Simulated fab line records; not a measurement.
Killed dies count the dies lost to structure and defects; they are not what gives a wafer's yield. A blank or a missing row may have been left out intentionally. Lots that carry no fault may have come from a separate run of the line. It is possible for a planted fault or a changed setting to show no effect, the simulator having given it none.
Code-filled problem report in 8D (eight disciplines) form | flow sky130 | the parts of the form that need people (team, actions taken, sign-off) are left out

== 1. WHAT IS WRONG ==
Mean VIA1_W_RS at SKY_VIA1_RS_MEAS_22: 0.550 ohm/sq over 2 wafers in 2 lots; fault-free wafers: 0.425 ohm/sq, standard deviation 0.0048. Relative to the usual mean, that is a shift of +26 standard deviations.
The step: measures by four-point-probe.
Seen first at day 38 01:27 on filmMetro-03, wafer L265.6. Wafers with a number at this step in the record: 42, from 14 lots. Rule for "out", or "out of limits": more than 4 standard deviations from the usual mean. The other wafers with a number count as sound.

== 2. WHAT IT IS, WHAT IT ISN'T ==
question                    | is                | is not
which readings at this step | VIA1_W_RS         | -
which lots                  | L265, L267        | L252, L256, L259, L260, L262, L268, L269, L271, L272, L273, L274, L275
which wafers of those lots  | L265.6, L267.1    | L265.2, L265.3, L267.3, L267.5
read on which gauges        | filmMetro-03      | filmMetro-01, filmMetro-02
when                        | from day 38 01:27 | up to then (17 sound wafers); but 23 sound wafers of L267, L268, L269, L271, L272, L273, L274, L275 came after

== 3. THE SUSPECTS, EACH WITH WHAT RULES IT OUT ==
Counting: a tool at a process step up to the reading stays a suspect if it ran every lot that is out. Sound lots after the first of them don't rule it out here, since some wafers of a struck lot are sound.
- the gauge at SKY_VIA1_RS_MEAS_22: kept. All the wafers that are out were read on filmMetro-03, and no step on other tools shows them out.
- cvdW-02 at SKY_VIA1_CVD_21 (deposits W, target thk 270 nm, time 80.902 s): kept. It processed each lot that is out (first: L265, day 38 01:20); up to then, its last sound lot is L262 (day 37 06:39).
- The sound lot-mates ran in chamber 1 of cvdW-02 at SKY_VIA1_CVD_21, but the wafers that are out ran in chamber 0.
After counting, cvdW-02 at SKY_VIA1_CVD_21 and filmMetro-03 at SKY_VIA1_RS_MEAS_22 remain.

== 4. THE CAUSE (what the simulator had put in) ==
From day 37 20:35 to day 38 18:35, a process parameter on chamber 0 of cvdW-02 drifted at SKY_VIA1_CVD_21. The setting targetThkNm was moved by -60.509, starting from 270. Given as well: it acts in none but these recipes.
Of the 2 suspects that counting leaves, this tool is one.

== 5. THE CHAIN OF EFFECTS, in route order ==
Each row: a reading whose mean over the struck wafers that have a number lies more than 3 standard deviations from the usual. Scope: only readings with a usual standard deviation given in the record; hours: median across lots of the time from each lot's start at the first step in this table that gives one to its start at this step; sigmas: change in usual standard deviations.
hours | step                 | reading    | usual        | on struck wafers | change | sigmas
0     | SKY_VIA1_RS_MEAS_22  | VIA1_W_RS  | 0.425 ohm/sq | 0.550            | +0.126 | +26
0     | SKY_VIA1_THK_MEAS_23 | VIA1_W_THK | 271 nm       | 210              | -61    | -20

== 6. WHAT WOULD HAVE CAUGHT IT SOONER ==
Counted from the fault's start at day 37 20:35, it took 5 hours until the first out-of-limits reading at a measuring or inspecting step in this record, taken at day 38 01:27.
Of the tool readings at SKY_VIA1_CVD_21 for which the record gives a usual standard deviation, none was out on any struck wafer, so an alarm limit of 4 standard deviations on them would not have fired.
Of the lots that are out (2), L267 began SKY_VIA1_CVD_21 on cvdW-02 after day 38 01:27. It would have been spared by a hold on the tool at that moment.
